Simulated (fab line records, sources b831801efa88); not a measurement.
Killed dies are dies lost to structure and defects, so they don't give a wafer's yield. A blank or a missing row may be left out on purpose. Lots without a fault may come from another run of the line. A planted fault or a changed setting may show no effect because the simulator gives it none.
A struck lot beside a sound one | flow sky130 | 17 steps out of a route of 708
Sound: wafers L889.2, L889.4, L889.6. Struck: wafers L891.1, L891.3, L891.5. The cause comes at the end.
At each step with rows: each side's tool, then ch and its chambers, then its first start. Under that, the readings that differ: sound wafers | struck wafers | difference of the means | sigmas: that difference in standard deviations of wafers without a fault.
alike: readings whose means differ by less than 2 such deviations, and words and numbers that are the same on both sides. not compared: withheld readings, readings that some wafer has no value for, bounds like >300 that may hide the same value, and numbers for which the record gives no deviation and whose values overlap.
The two part at a step that has a row with sigmas, a row that says differs or no value, or rows on one side only. Numbers that don't overlap but have no deviation are shown without sigmas and don't part them. A reading that every wafer of one side lacks parts them only if that side has two wafers or more.

SKY_LDD_HVN_OVL_MEAS_07:
  sound on overlay-01, day 28 02:26; struck on overlay-02, day 28 04:21
  alike: LDD_HVN_OVL
then, 1 step without rows for these wafers: SKY_LDD_HVN_IMPLANT_08.
SKY_LDD_HVN_STRIP_09: strips in O2/N2.
  sound on plasma_asher-02 ch 0,1, day 28 02:37; struck on plasma_asher-04 ch 0,1, day 28 04:32
  alike: drypump_motor_current_A, oes_product_au, strip_time_to_endpoint_s
  not compared: rf_hours_counter_h
SKY_LDD_HVN_TW_MEAS_10:
  sound on film_metro-04, day 28 02:43; struck on film_metro-03, day 28 04:38
  reading    | sound          | struck         | difference | sigmas
  LDD_HVN_TW | 1424 1416 1410 | 1441 1455 1452 | +33        | +3
then, 7 steps without rows for these wafers: SKY_LDD_HVP_DEHYDRATE_00 (time 60 s); SKY_LDD_HVP_HMDS_01 (prime time 60 s); SKY_LDD_HVP_COAT_02 (resist thk 300 nm); SKY_LDD_HVP_SOFTBAKE_03 (time 60 s); SKY_LDD_HVP_EXPOSE_04 (exposes mask HVPTM, target cd 700 nm); SKY_LDD_HVP_PEB_05; SKY_LDD_HVP_DEVELOP_06 (develop time 60 s).
SKY_LDD_HVP_OVL_MEAS_07:
  sound on overlay-01, day 29 07:35; struck on overlay-02, day 29 08:52
  reading          | sound       | struck         | difference | sigmas
  LDD_HVP_OVL (nm) | 2.5 2.2 1.2 | -2.9 -1.9 -2.3 | -4.3       | -3
SKY_LDD_HVP_IMPLANT_08:
  sound on implanter-01 ch 0, day 29 07:38; struck on implanter-01 ch 0, day 29 08:54
  reading            | sound            | struck            | difference | sigmas
  beam_on_s (s)      | 10.37 9.89 10.13 | 12.40 12.45 12.05 | +2.17      | +10
  faraday_current_uA | 90.7 94.9 93.4   | 76.1 75.5 78.2    | -16.4      | -9
  alike: dose_ions_cm2, tilt_deg
SKY_LDD_HVP_STRIP_09: strips in O2/N2.
  sound on plasma_asher-02 ch 0,1, day 29 07:46; struck on plasma_asher-01 ch 0,1, day 29 09:03
  alike: drypump_motor_current_A, oes_product_au, strip_time_to_endpoint_s
  not compared: rf_hours_counter_h
SKY_LDD_HVP_TW_MEAS_10:
  sound on film_metro-02, day 29 07:52; struck on film_metro-01, day 29 09:09
  reading    | sound       | struck      | difference | sigmas
  LDD_HVP_TW | 453 453 455 | 485 483 484 | +30        | +6
then, 1 step without rows for these wafers: SKY_LDD_LDN_DEHYDRATE_00 (time 60 s).
-- the record jumps here: 22 days lie between the struck wafers' starts before and after (it left off in module LDD_LDN and takes up again in module PAD_OPEN, whose first step shown is number 708 of the route) --
SKY_PAD_OPEN_PROBE_99:
  sound on prober-01, day 50 16:24; struck on prober-01, day 50 22:17
  reading                        | sound          | struck         | difference | sigmas
  killed_at_other                | 1 2 1          | 0 0 0          | -1         | -3
  model.etest.tip_p_5v.rs_ohm_sq | 2854 2870 2866 | 2529 2562 2562 | -312       |
  alike: killed_at_M0_to_M3, killed_at_M4_up, killed_at_contacts, killed_at_front_end, killed_dies, killed_open, killed_short

WHERE THEY PART
First at SKY_LDD_HVN_TW_MEAS_10; last, within this record, at SKY_PAD_OPEN_PROBE_99.

WHY: what the simulator had put in
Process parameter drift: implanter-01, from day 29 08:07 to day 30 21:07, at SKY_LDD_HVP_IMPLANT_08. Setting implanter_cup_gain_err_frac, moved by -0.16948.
